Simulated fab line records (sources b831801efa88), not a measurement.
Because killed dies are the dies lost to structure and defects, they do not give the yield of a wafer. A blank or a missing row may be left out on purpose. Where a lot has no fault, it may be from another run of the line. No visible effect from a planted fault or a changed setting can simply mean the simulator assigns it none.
A lot that was struck, set against a sound lot	flow sfq line	28 steps out of a route of 325
Sound: the wafers L974.1, L974.2, L974.4. Struck: wafer L977.5 (L977.3, L977.6, from the same lot, were not struck and are left out); the cause is given at the end.
Per side, at each step with rows, come the tool, then ch with its chambers, and then its first start. Under that, the readings that differ: sound wafers	struck wafers	difference of the means	sigmas: that difference in standard deviations of wafers without a fault.
alike: words and numbers the same on both sides, and readings whose means are apart by under 2 such deviations; not compared: readings that were withheld, readings missing a value for some wafer, numbers with overlapping values and no deviation given by the record, and bounds like >300 which may hide the same value.
The two part at a step that has a row with sigmas, a row that says differs or no value, or rows on one side only. Numbers that don't overlap but have no deviation are shown without sigmas and don't part them. Lack of a reading on every wafer of one side parts them only where that side has two or more wafers.

first, 6 steps without rows for these wafers: SFQ_TRILAYER_M2_LITHO_COAT_062 (resist thk 62 nm); SFQ_TRILAYER_M2_LITHO_COAT_057 (resist thk 600 nm); SFQ_TRILAYER_M2_LITHO_SOFTBAKE_061; SFQ_TRILAYER_M2_LITHO_EXPOSE_058 (exposes mask M2, target cd 500 nm); SFQ_TRILAYER_M2_LITHO_PEB_060 (peb time 60 s); SFQ_TRILAYER_M2_LITHO_DEVELOP_059 (time 60 s).
SFQ_M2_OVL_MEAS_916:
  sound on overlay-01 at day 40 06:47; struck on overlay-02 at day 42 02:13
reading	sound	struck	difference	sigmas
M2_OVL (nm)	1 4 5	-15	-18	-3
SFQ_TRILAYER_M2_BARC_OPEN_METAL_ETCH_077: etches BARC in O2, target depth 125 nm, time 41.7 s.
  sound on rie metal-03 ch 0,1, day 40 06:50; struck on rie metal-03 ch 0, day 42 02:15
  alike: drypump motor current A, oes product au
  not compared: rf hours counter h
SFQ_TRILAYER_M2_ETCH_METAL_ETCH_060: etches Nb in Cl2/Ar, stops on SiO2, target depth 240 nm, time 120 s.
  sound on rie metal-03 ch 0,1, day 40 06:53; struck on rie metal-03 ch 0, day 42 02:20
  alike: drypump motor current A, oes product au
  not compared: rf hours counter h
SFQ_TRILAYER_M2_STRIP_STRIP_061: strips in O2.
  sound on rie metal-03 ch 0,1, day 40 07:01; struck on rie metal-03 ch 0, day 42 02:37
  alike: drypump motor current A, oes product au
  not compared: rf hours counter h
then, 1 step without rows for these wafers: SFQ_TRILAYER_M2_STRIP_SOLV_CLEAN_062 (cleans in NMP, time 600 s).
SFQ_TRILAYER_I2_DEP_PECVD_063: deposits SiO2 from SiH4/N2O, time 111.11 s, target thk 500 nm.
  sound on pecvd-04 ch 1,2, day 40 07:47; struck on pecvd-02 ch 2, day 42 03:11
  alike: chamber pressure Torr, heater power w, throttle valve pct
SFQ_TRILAYER_I2_CMP_CMP_064: polishes SiO2.
  sound on cmp-02 ch 1,2,3, day 40 08:29; struck on cmp-02 ch 0, day 42 07:58
reading	sound	struck	difference	sigmas
model.SiO2_of_TRILAYER_I2_DEP_PECVD_063.thk nm (nm)	202.7 201.9 202.6	220.8	+18.4	
  alike: motor current A, platen rpm, time to endpoint s
SFQ_I2_BOW_MEAS_917:
  sound on film metro-01 at day 40 11:29; struck on film metro-01 at day 42 09:01
  alike: I2_BOW
SFQ_TRILAYER_I2_METRO_MEASURE_065:
  sound on film metro-01 at day 40 11:36; struck on film metro-01 at day 42 09:29
reading	sound	struck	difference	sigmas
thk nm (nm)	202.8 201.9 202.6	221.0	+18.6	+21
then, 6 steps without rows for these wafers: SFQ_TRILAYER_I2_VIA_LITHO_COAT_072 (resist thk 62 nm); SFQ_TRILAYER_I2_VIA_LITHO_COAT_067 (resist thk 650 nm); SFQ_TRILAYER_I2_VIA_LITHO_SOFTBAKE_071; SFQ_TRILAYER_I2_VIA_LITHO_EXPOSE_068 (exposes mask I2, target cd 500 nm); SFQ_TRILAYER_I2_VIA_LITHO_PEB_070 (peb time 60 s); SFQ_TRILAYER_I2_VIA_LITHO_DEVELOP_069 (time 60 s).
SFQ_I2_OVL_MEAS_918:
  sound on overlay-01 at day 40 15:07; struck on overlay-02 at day 42 14:38
  alike: I2_OVL
SFQ_TRILAYER_I2_VIA_BARC_OPEN_VIA_ETCH_096: etches BARC in O2, target depth 125 nm, time 41.7 s.
  sound on rie diel-01 ch 0,1,2, day 40 15:08; struck on rie diel-04 ch 3, day 42 14:40
  alike: drypump motor current A, oes product au
  not compared: rf hours counter h
SFQ_TRILAYER_I2_VIA_ETCH_VIA_ETCH_070: etches SiO2 in CHF3, stops on Nb, target depth 260 nm.
  sound on rie diel-01 ch 0,1,2, day 40 15:11; struck on rie diel-04 ch 3, day 42 14:42
reading	sound	struck	difference	sigmas
oes product au (a.u.)	0.863 0.859 0.859	0.905	+0.045	+10
model.I2.feature depth nm (nm)	202.7 201.9 202.6	220.8	+18.4	
model.etch.depth nm (nm)	202.7 201.9 202.6	220.8	+18.4	
  alike: drypump motor current A
then, 2 steps without rows for these wafers: SFQ_TRILAYER_I2_VIA_STRIP_STRIP_071 (strips in O2); SFQ_TRILAYER_I2_VIA_STRIP_SOLV_CLEAN_072 (cleans in NMP, time 600 s).
SFQ_TRILAYER_M3_DEP_PRE_CLEAN_074: time 22.5 s.
  sound on pvd sputter-04 at day 40 16:04; struck on pvd sputter-05 at day 42 15:35
reading	sound	struck	difference	sigmas
model.SiO2_of_TRILAYER_I2_DEP_PECVD_063.thk nm (nm)	195.2 194.4 195.1	213.3	+18.4	
then, 1 step without rows for these wafers: SFQ_TRILAYER_M3_DEP_SPUTTER_073 (material Nb, target thk 200 nm, time 133.3 s).

WHERE THEY PART
Last at SFQ_TRILAYER_I2_VIA_ETCH_VIA_ETCH_070 as far as this record goes, first at SFQ_M2_OVL_MEAS_916.

WHY: what the simulator had put in
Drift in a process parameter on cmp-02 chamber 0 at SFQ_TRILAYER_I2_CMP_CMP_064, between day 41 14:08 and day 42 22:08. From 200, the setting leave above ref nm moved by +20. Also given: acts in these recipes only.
